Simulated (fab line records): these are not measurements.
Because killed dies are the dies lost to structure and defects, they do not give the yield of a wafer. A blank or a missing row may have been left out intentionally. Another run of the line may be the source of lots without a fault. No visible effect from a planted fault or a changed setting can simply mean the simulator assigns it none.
A lot that was struck, set against a sound lot -- flow gf180mcu -- 14 steps out of a route of 602
Sound: these wafers, L860.2, L860.4, L860.5. Wafers L877.1, L877.2, L877.3 were the ones struck. The cause is given at the end.
Per side, at each step with rows, come the tool, then ch with its chambers, and then its first start. Under that, the readings that differ: sound wafers -- struck wafers -- difference of the means -- sigmas: that difference in standard deviations of wafers without a fault.
alike: words and numbers the same on both sides, and readings whose means are apart by under 2 such deviations; not compared: readings that were withheld, readings missing a value for some wafer, numbers with overlapping values and no deviation given by the record, and bounds like >300 which may hide the same value.
A row with sigmas, a row that says differs or no value, or rows on one side alone: a step with any of these is where the two part. When numbers do not overlap yet have no deviation, they are printed without sigmas and do not part them. Lack of a reading on every wafer of one side parts them only where that side has two or more wafers.

first, 1 step without rows for these wafers: GF_NWELL_DEVELOP_06 (develop time 60 s).
GF_NWELL_OVL_MEAS_07:
  sound on overlay-01 at day 3 18:34; struck on overlay-02 at day 7 19:43
  alike: NWELL_OVL
then, 2 steps without rows for these wafers: GF_NWELL_IMPLANT_08; GF_NWELL_IMPLANT_09.
GF_NWELL_STRIP_10: strips in O2/N2.
  sound on plasma-asher-04 ch 0, day 3 18:54; struck on plasma-asher-04 ch 0,1, day 7 20:02
  alike: drypump-motor-current-A, heater-power-w, oes-product-au, strip-time-to-endpoint-s
  not compared: rf-hours-counter-h
GF_NWELL_TW_MEAS_11:
  sound on film-metro-02 at day 3 19:01; struck on film-metro-02 at day 7 20:08
  alike: NWELL_TW
then, 6 steps without rows for these wafers: GF_LVPWELL_DEHYDRATE_00 (time 60 s); GF_LVPWELL_HMDS_01 (prime time 60 s); GF_LVPWELL_COAT_02 (resist thk 3000 nm); GF_LVPWELL_SOFTBAKE_03; GF_LVPWELL_EXPOSE_04 (exposes mask LVPWELL, target cd 600 nm); GF_LVPWELL_PEB_05.
GF_LVPWELL_DEVELOP_06: develop time 60 s.
  sound on litho-track-02 ch 0, day 4 08:00; struck on litho-track-01, day 8 12:00
  no value came back on the struck wafers for chill-plate-temp-C (C), develop-time-s (s); on the sound wafers chill-plate-temp-C (C) reads 22.87 22.86 22.97
GF_LVPWELL_OVL_MEAS_07:
  sound on overlay-02 at day 4 08:08; struck on overlay-02 at day 8 12:10
reading,sound,struck,difference,sigmas
LVPWELL_OVL (nm),2.1 1.1 0.2,- - -,no value on the struck wafers,

## WHERE THEY PART
First at GF_LVPWELL_DEVELOP_06; last, within this record, at GF_LVPWELL_OVL_MEAS_07.

WHY: the cause the simulator had injected
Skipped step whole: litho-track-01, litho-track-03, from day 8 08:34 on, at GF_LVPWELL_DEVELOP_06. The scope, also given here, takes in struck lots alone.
